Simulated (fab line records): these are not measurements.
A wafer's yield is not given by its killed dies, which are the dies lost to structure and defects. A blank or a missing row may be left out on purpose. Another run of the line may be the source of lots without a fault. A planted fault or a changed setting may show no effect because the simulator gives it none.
Matching of chambers | flow gf180mcu | GF_V3_CMP_04 on cmp-02: 4 sister chambers
The step polishes SiO2. 4 wafers are shown with their chamber, then 7 later ones without.

## WAFERS PAIRED WITH THEIR CHAMBERS
wafer  | chamber | motor_current_A (A)
L921.2 | 0       | 13.2
L921.6 | 3       | 12.1
L924.3 | 1       | 13.6
L924.4 | 2       | 14.6

## WAFERS WITHOUT THEIR CHAMBER
wafer  | motor_current_A (A)
L924.6 | 13.3
L925.1 | 13.7
L925.4 | 13.9
L925.6 | 13.4
L926.1 | 12.3
L926.4 | 14.6
L926.5 | 12.8

## WHICH CHAMBER EACH WENT THROUGH
wafer  | from the rows above          | in truth
L924.6 | can't be placed: 0 or 1      | 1
L925.1 | can't be placed: 1 or 0      | 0
L925.4 | can't be placed: 1 or 2 or 0 | 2
L925.6 | can't be placed: 1 or 0      | 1
L926.1 | 3                            | 3
L926.4 | 2                            | 2
L926.5 | can't be placed: 0 or 3 or 1 | 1
Correctly placed: 2 of 7. Not placeable from these rows: 5 (in 5, the candidates include the true chamber). Placed wrongly: 0.
How it was worked out, from the rows above alone: a wafer's distance from a chamber is the root of the sum, over the readings, of the square of ((its reading less the chamber's mean) divided by the reading's scatter). If the next closest chamber is less than 2 further off than the closest, the wafer can't be placed; otherwise it belongs to the closest. A chamber's mean is the mean of its shown wafers. The scatter (one wafer shown for each chamber): square how far every hidden wafer sits from the nearest shown wafer, average those squares and take the square root.
